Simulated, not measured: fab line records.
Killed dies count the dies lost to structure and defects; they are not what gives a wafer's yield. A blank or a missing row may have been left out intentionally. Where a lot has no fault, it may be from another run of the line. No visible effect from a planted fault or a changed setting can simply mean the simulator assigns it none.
Problem report in the 8D (eight disciplines) form, filled by code | flow sfq_line | the parts of the form that need people (team, actions taken, sign-off) are left out

1. PROBLEM STATEMENT
Wafers with no fault read 199.6 nm with a standard deviation of 1.2, whereas thk_nm at SFQ_TRILAYER_I0_METRO_MEASURE_029 reads a mean of 218.1 nm on 1 wafer of 1 lot. That is +15 standard deviations from the usual mean.
First observed at day 10 20:39: wafer L366.5, on film_metro-03. The record holds 39 wafers of 13 lots with a number at this step. Rule for "out" (also "out of limits"): further than 4 standard deviations from the usual mean. Any other wafer with a number is counted as sound.

2. WHAT IT IS, AND WHAT IT ISN'T
question                    | is                | is not
which readings at this step | thk_nm            | -
which lots                  | L366              | L357, L358, L359, L360, L361, L362, L364, L365, L375, L376, L377, L379
which wafers of those lots  | L366.5            | L366.1, L366.6
read on which tools         | film_metro-03     | film_metro-02, film_metro-04
when                        | from day 10 20:39 | up to then (26 sound wafers); but 12 sound wafers of L375, L376, L377, L379 came after

3. WHAT RULES OUT EACH SUSPECT
Counting: a tool at a process step up to the reading stays a suspect if it ran every lot that is out. Sound lots after the first of them don't rule it out here, since some wafers of a struck lot are sound.
- cmp-02 at SFQ_TRILAYER_I0_CMP_CMP_028 (polishes SiO2): kept. It processed L366, the lot that is out, at day 10 19:02, and its most recent sound lot before then was L365 at day 10 07:07.
- film_metro-03 at SFQ_TRILAYER_I0_METRO_MEASURE_029: kept. It processed L366, the lot that is out, at day 10 20:39, and its most recent sound lot before then was L365 at day 10 10:14. On those wafers its own readings are out: thk_nm.
- In cmp-02 at SFQ_TRILAYER_I0_CMP_CMP_028, the wafers that are out were processed in chamber 2 and their sound lot-mates in chambers 0, 1.
What counting leaves: cmp-02 at SFQ_TRILAYER_I0_CMP_CMP_028 and film_metro-03 at SFQ_TRILAYER_I0_METRO_MEASURE_029.

4. THE CAUSE (what the simulator had put in)
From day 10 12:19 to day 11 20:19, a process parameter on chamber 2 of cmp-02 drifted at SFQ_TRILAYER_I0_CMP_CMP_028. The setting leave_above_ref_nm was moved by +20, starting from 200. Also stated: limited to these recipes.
This tool is one of the 2 suspects left after counting.

5. SEQUENCE OF EFFECTS, ordered by route
Each row: a reading whose mean over the struck wafers that have a number lies more than 3 standard deviations from the usual. Only readings for which the record gives a usual standard deviation are gone through. hours: the time from each lot's start at the first step in this table that gives one to its start at this step, as a median over the lots. sigmas: the change in usual standard deviations.
hours | step                                  | reading        | usual      | on struck wafers | change | sigmas
0     | SFQ_TRILAYER_I0_METRO_MEASURE_029     | thk_nm         | 199.6 nm   | 218.1            | +18.5  | +15
119   | SFQ_TRILAYER_I0_VIA_ETCH_VIA_ETCH_034 | oes_product_au | 0.853 a.u. | 0.898            | +0.045 | +7.8
Here are the process steps it includes:
- SFQ_TRILAYER_I0_METRO_MEASURE_029
- SFQ_TRILAYER_I0_VIA_ETCH_VIA_ETCH_034: etches SiO2 in CHF3, stops on Nb, target depth 260 nm.

6. HOW IT WOULD HAVE BEEN CAUGHT EARLIER
First out-of-limits reading in this record: day 10 20:39, which is 8 hours after fault onset at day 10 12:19.
An alarm limit of 4 standard deviations would not have fired on the tool readings at SFQ_TRILAYER_I0_CMP_CMP_028 for which the record gives a usual standard deviation, since none of them was out on any struck wafer.
By day 10 20:39, every lot that is out (1) had started SFQ_TRILAYER_I0_CMP_CMP_028 on cmp-02. None of them would have been spared by holding the tool at that moment.
